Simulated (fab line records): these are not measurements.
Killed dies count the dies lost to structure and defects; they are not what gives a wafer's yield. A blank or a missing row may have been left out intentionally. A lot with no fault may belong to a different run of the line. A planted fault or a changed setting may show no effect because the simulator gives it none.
Which tool is to blame?	flow sky130	Sampling: 13 lots, 39 wafers, 4 of 708 route steps

## WHAT THE GAUGES READ, wafer by wafer
SKY_VIA4_THK_MEAS_20: measures by xrf.
lot	measured	on	VIA4_W_THK (nm)
L188	day 42 21:29	film metro-03	523 518 512
L189	day 42 21:43	film metro-01	520 513 525
L191	day 44 00:32	film metro-03	520 526 517
L193	day 44 18:51	film metro-02	522 530 528
L194	day 44 21:14	film metro-01	502 502 504
L195	day 45 03:03	film metro-01	519 512 512
L196	day 45 13:02	film metro-01	516 511 522
L197	day 45 20:52	film metro-03	523 526 531
L199	day 46 12:25	film metro-03	519 524 520
L204	day 46 23:53	film metro-01	511 503 513
L206	day 47 15:13	film metro-02	522 516 518
L210	day 48 14:07	film metro-02	532 526 533
L211	day 48 22:16	film metro-02	524 534 527

SKY_PAD_OPEN_BOW_MEAS_13.
lot	measured	on	PAD_OPEN_BOW (um)
L188	day 45 21:05	film metro-01	41 43 47
L189	day 45 21:26	film metro-01	59 54 52
L191	day 46 19:53	film metro-01	43 36 41
L193	day 47 11:57	film metro-04	60 49 35
L194	day 47 15:38	film metro-01	65 60 40
L195	day 47 19:46	film metro-04	49 49 48
L196	day 48 04:58	film metro-04	31 34 29
L197	day 48 14:23	film metro-01	40 44 40
L199	day 49 03:36	film metro-03	52 56 65
L204	day 49 12:59	film metro-04	55 55 50
L206	day 50 00:31	film metro-03	54 58 51
L210	day 50 21:34	film metro-01	56 50 54
L211	day 51 03:55	film metro-01	37 39 40

## WHICH TOOL RAN EACH LOT (tool, then ch and the chambers of the sampled wafers, then the start)
lot	SKY_VIA4_CLEAN_15	SKY_METAL5_SPUTTER_04
L188	wet bench-03 ch 2, day 42 20:59	pvd sputter-03, day 42 21:57
L189	wet bench-03 ch 1, day 42 21:13	pvd sputter-01, day 42 22:10
L191	wet bench-02 ch 2, day 44 00:02	pvd sputter-03, day 44 01:00
L193	wet bench-02 ch 2, day 44 18:22	pvd sputter-03, day 44 19:20
L194	wet bench-03 ch 3, day 44 20:44	pvd sputter-01, day 44 21:48
L195	wet bench-02 ch 3, day 45 02:34	pvd sputter-04, day 45 03:35
L196	wet bench-02 ch 2, day 45 12:33	pvd sputter-04, day 45 13:34
L197	wet bench-04 ch 0, day 45 20:22	pvd sputter-03, day 45 21:49
L199	wet bench-04 ch 1, day 46 11:38	pvd sputter-01, day 46 13:55
L204	wet bench-02 ch 0, day 46 23:25	pvd sputter-04, day 47 00:22
L206	wet bench-02 ch 1, day 47 14:44	pvd sputter-04, day 47 15:42
L210	wet bench-03 ch 2, day 48 13:37	pvd sputter-01, day 48 14:34
L211	wet bench-04 ch 0, day 48 21:45	pvd sputter-04, day 48 22:43
- SKY_VIA4_CLEAN_15: cleans in IPA, time 180 s.
- SKY_METAL5_SPUTTER_04: material TiN, target thk 70 nm, time 58.3 s.

## WHAT THE TOOLS THEMSELVES READ (means of the sampled wafers that have a number; where no wafer has one, the mark that the record gives instead)
SKY_VIA4_CLEAN_15.
lot	tool	bath heat duty pct (%)
L188	wet bench-03	6.0
L189	wet bench-03	7.3
L191	wet bench-02	5.7
L193	wet bench-02	6.2
L194	wet bench-03	6.9
L195	wet bench-02	6.7
L196	wet bench-02	6.5
L197	wet bench-04	6.6
L199	wet bench-04	7.1
L204	wet bench-02	5.7
L206	wet bench-02	5.2
L210	wet bench-03	6.7
L211	wet bench-04	6.0

SKY_METAL5_SPUTTER_04.
lot	tool	throttle valve pct (%)
L188	pvd sputter-03	31.3
L189	pvd sputter-01	30.8
L191	pvd sputter-03	30.3
L193	pvd sputter-03	30.4
L194	pvd sputter-01	30.1
L195	pvd sputter-04	29.9
L196	pvd sputter-04	28.8
L197	pvd sputter-03	29.8
L199	pvd sputter-01	30.1
L204	pvd sputter-04	29.1
L206	pvd sputter-04	28.0
L210	pvd sputter-01	30.7
L211	pvd sputter-04	29.7

## THE ANSWER, worked out from the rows above alone
Rule: what is usual is taken from the lots themselves. Put in order of their means at a reading, lots are off if they are a third of the lots or fewer, leave a main group of 4 or more, and stand apart from it by a gap of 3 or more times the standard deviation of the main group's means; of several such gaps the widest counts. Not used: any main group whose means are identical at the precision the tables above print for the reading. A lot without any number at a reading at which 4 lots or more have one is off too. All remaining lots with rows at the step are treated as sound. Order of review: gauges by route order, followed by the tools' own readings, for which a lot's mean as printed above is used. The first step at which some lot is off is used, and at that step the reading that is off furthest; a lot without a number counts as furthest.
No lot is off at any reading shown: from this, nothing can be told.

## WHAT THE SIMULATOR PUT IN
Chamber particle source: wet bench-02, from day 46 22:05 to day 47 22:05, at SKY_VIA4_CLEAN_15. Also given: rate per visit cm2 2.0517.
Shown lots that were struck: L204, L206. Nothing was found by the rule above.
